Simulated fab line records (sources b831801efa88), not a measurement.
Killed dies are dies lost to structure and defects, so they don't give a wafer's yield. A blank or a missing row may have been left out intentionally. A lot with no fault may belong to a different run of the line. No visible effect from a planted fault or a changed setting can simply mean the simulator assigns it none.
One fault through the eyes of 2 desks :: flow sky130 :: only its own numbers are on each desk; what lay behind them is given at the end

== FOR THE TOOL OWNER'S DESK: krf-scanner-01 ==
The tool's own readings at SKY_VIA3_EXPOSE_09 (exposes mask VIM3, target cd 200 nm): means of the sampled wafers that have a number, for each lot that ran on this tool. A lot is out of limits, marked OUT, if its mean lies more than 4 standard deviations from the usual mean; the brackets give that distance.
Columns: A = stage-vel-mm-s at SKY_VIA3_EXPOSE_09, usual 499.99 mm/s
lot: L916
first seen here: day 39 02:16
A: 500.12

lot: L920
first seen here: day 40 04:14
A: 499.89

lot: L921
first seen here: day 40 13:10
A: 499.78

lot: L923
first seen here: day 41 05:10
A: 499.82

lot: L926
first seen here: day 42 03:29
A: 500.12

lot: L928
first seen here: day 42 16:31
A: 500.07

lot: L929
first seen here: day 43 09:46
A: 499.87

lot: L930
first seen here: day 43 21:00
A: 499.60
This desk's finding: nothing out of limits on any of the 8 lots.

== AT THE METROLOGY DESK ==
What the gauges read for every lot (on any tool): the sampled wafers with a number, averaged. A lot is out of limits, marked OUT, if its mean lies more than 4 standard deviations from the usual mean; the brackets give that distance.
Columns: A = NWELL_OXIDATION_THK at SKY_NWELL_THK_MEAS_02, usual 10.17 nm; B = cd-nm at SKY_VIA3_CD_MEAS_12, usual 200.1 nm
lot: L916
first seen here: day 2 14:26
A: 10.18
B: 200.8

lot: L918
first seen here: day 2 22:31
A: 10.10
B: 203.8

lot: L919
first seen here: day 3 02:22
A: 10.16
B: 200.6

lot: L920
first seen here: day 3 08:29
A: 10.32
B: 198.8

lot: L921
first seen here: day 3 14:08
A: 10.19
B: 200.3

lot: L922
first seen here: day 3 20:59
A: 10.20
B: 199.2

lot: L923
first seen here: day 3 23:25
A: 10.30
B: 199.3

lot: L925
first seen here: day 4 10:15
A: 10.35
B: 199.4

lot: L926
first seen here: day 4 16:17
A: 9.95
B: 197.7

lot: L928
first seen here: day 5 02:02
A: 10.36
B: 201.5

lot: L929
first seen here: day 5 11:04
A: 10.12
B: 182.4 (-10) OUT

lot: L930
first seen here: day 5 13:52
A: 10.16
B: 186.6 (-8.0) OUT
This desk finds L929, L930 out of limits, L929 being first, at day 43 21:43 (cd-nm at SKY_VIA3_CD_MEAS_12). Within limits: L916, L918, L919, L920, L921, L922, L923, L925, L926, L928.

== TAKEN TOGETHER ==
On L929, L930, the metrology desk was in a position to raise an alarm at day 43 21:43.
The desk of the tool owner found nothing out of limits.
Tool owner's desk: L929, L930 on record, inside its limits.
SKY_VIA3_EXPOSE_09 was run on krf-scanner-01 by each of the lots named.

== WHAT HAD BEEN PUT IN BY THE SIMULATOR ==
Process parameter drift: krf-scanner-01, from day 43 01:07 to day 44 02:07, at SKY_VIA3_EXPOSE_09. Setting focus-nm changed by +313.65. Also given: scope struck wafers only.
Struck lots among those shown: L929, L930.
Time in hours between the start of the fault and the first out-of-limits reading at each desk: metrology desk, 21.
